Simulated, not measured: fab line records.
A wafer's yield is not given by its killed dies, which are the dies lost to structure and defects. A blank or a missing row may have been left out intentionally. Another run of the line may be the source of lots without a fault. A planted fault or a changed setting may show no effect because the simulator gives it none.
Which tool did it? -- flow gf180mcu -- route of 602 steps, sampled at 1 step: 13 lots, 39 wafers

== WHAT THE GAUGES READ, wafer by wafer ==
GF_V4_BOW_MEAS_05. Usual: for V4_BOW the level is 131 um and the standard deviation is 9.3.
lot,measured,on,V4_BOW (um),flag
L382,day 23 16:25,film_metro-01,133 139 145,
L385,day 24 14:36,film_metro-02,147 140 133,
L386,day 24 18:52,film_metro-03,143 145 138,
L387,day 25 02:40,film_metro-02,130 140 134,
L388,day 25 07:23,film_metro-02,139 132 141,
L390,day 26 09:58,film_metro-03,129 128 129,
L393,day 27 04:55,film_metro-03,126 124 134,
L399,day 29 04:12,film_metro-01,119 135 125,
L400,day 29 08:41,film_metro-02,139 135 136,
L401,day 29 12:13,film_metro-03,127 129 132,
L402,day 29 18:28,film_metro-01,123 129 126,
L404,day 30 10:32,film_metro-01,130 133 134,
L405,day 30 11:41,film_metro-03,145 142 146,

== EACH LOT AND THE TOOL THAT RAN IT (in order: tool; ch and the chambers of the sampled wafers; start) ==
Record: no process step prior to these readings.

== AS READ BY THE TOOLS THEMSELVES (means over the sampled wafers that have a number; for cases with no such wafer, the mark the record gives instead) ==
The record holds no such reading with a usual standard deviation.

== THE ANSWER, worked out from the rows above alone ==
Rule: lot off if the mean of its wafers having a number is beyond 3 standard deviations from the usual mean. A lot without any number at a reading at which 4 lots or more have one is off too. Any other lot the step has rows for is counted as sound. After the gauges, taken in route order, come the tools' own readings; for these a lot's mean is taken, as printed above. At the first step where some lot is off, the reading lying furthest off is the one used; lots without a number count as furthest.
Nothing can be told from this: no lot is off at any reading shown.

== WHAT HAD BEEN PUT IN BY THE SIMULATOR ==
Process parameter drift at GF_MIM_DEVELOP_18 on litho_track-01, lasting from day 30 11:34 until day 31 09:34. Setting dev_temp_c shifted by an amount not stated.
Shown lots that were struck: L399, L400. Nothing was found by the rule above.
